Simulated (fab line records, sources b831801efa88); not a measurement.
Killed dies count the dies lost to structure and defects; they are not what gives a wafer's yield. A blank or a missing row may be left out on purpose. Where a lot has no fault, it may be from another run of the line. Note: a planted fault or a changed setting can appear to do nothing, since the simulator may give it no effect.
Matching of chambers :: flow gf180mcu :: cmp-01 running GF_V1_CMP_26: 4 sister chambers
The step polishes, stops on SiO2, t overpolish 15 s, target thk 0 nm. 8 wafers are shown with their chamber, then 7 later ones without.

## EACH WAFER AND ITS CHAMBER
wafer: L369.2
chamber: 1
motor current A (A): 10.2
time to endpoint s (s): 85.4

wafer: L372.2
chamber: 3
motor current A (A): 10.2
time to endpoint s (s): 88.1

wafer: L375.2
chamber: 2
motor current A (A): 10.9
time to endpoint s (s): 86.0

wafer: L383.2
chamber: 0
motor current A (A): 9.1
time to endpoint s (s): 81.0

wafer: L383.3
chamber: 1
motor current A (A): 10.9
time to endpoint s (s): 86.0

wafer: L383.4
chamber: 2
motor current A (A): 11.2
time to endpoint s (s): 80.5

wafer: L385.2
chamber: 0
motor current A (A): 9.5
time to endpoint s (s): 86.5

wafer: L385.4
chamber: 3
motor current A (A): 10.4
time to endpoint s (s): 86.8

## WAFERS WITHOUT THEIR CHAMBER
wafer: L385.5
motor current A (A): 9.4
time to endpoint s (s): 86.7

wafer: L386.1
motor current A (A): 10.2
time to endpoint s (s): 83.2

wafer: L386.2
motor current A (A): 11.2
time to endpoint s (s): 84.0

wafer: L386.3
motor current A (A): 9.1
time to endpoint s (s): 79.2

wafer: L389.1
motor current A (A): 10.7
time to endpoint s (s): 84.6

wafer: L389.3
motor current A (A): 10.1
time to endpoint s (s): 83.7

wafer: L389.5
motor current A (A): 8.9
time to endpoint s (s): 82.3

## THE CHAMBER EACH PASSED THROUGH
wafer: L385.5
from the rows above: can't be placed: 0 or 3
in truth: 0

wafer: L386.1
from the rows above: can't be placed: 1 or 3 or 2 or 0
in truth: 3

wafer: L386.2
from the rows above: can't be placed: 2 or 1
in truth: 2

wafer: L386.3
from the rows above: 0
in truth: 0

wafer: L389.1
from the rows above: can't be placed: 1 or 2 or 3
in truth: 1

wafer: L389.3
from the rows above: can't be placed: 3 or 1 or 0 or 2
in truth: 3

wafer: L389.5
from the rows above: 0
in truth: 0
Placed correctly: 2 of 7. From these rows, 5 cannot be placed; in 5 the true chamber is one of the candidates. Placed wrongly: 0.
How it was worked out, from the rows above alone: a wafer's distance from a chamber is the root of the sum, over the readings, of the square of ((its reading less the chamber's mean) divided by the reading's scatter). The wafer belongs to the nearest chamber; if the next one is less than 2 further off, it can't be placed. The mean given for a chamber averages the wafers shown for that chamber. The scatter: take each reading less its chamber's mean, square it, sum over the shown wafers, divide by the number of wafers less the number of chambers, and take the root.
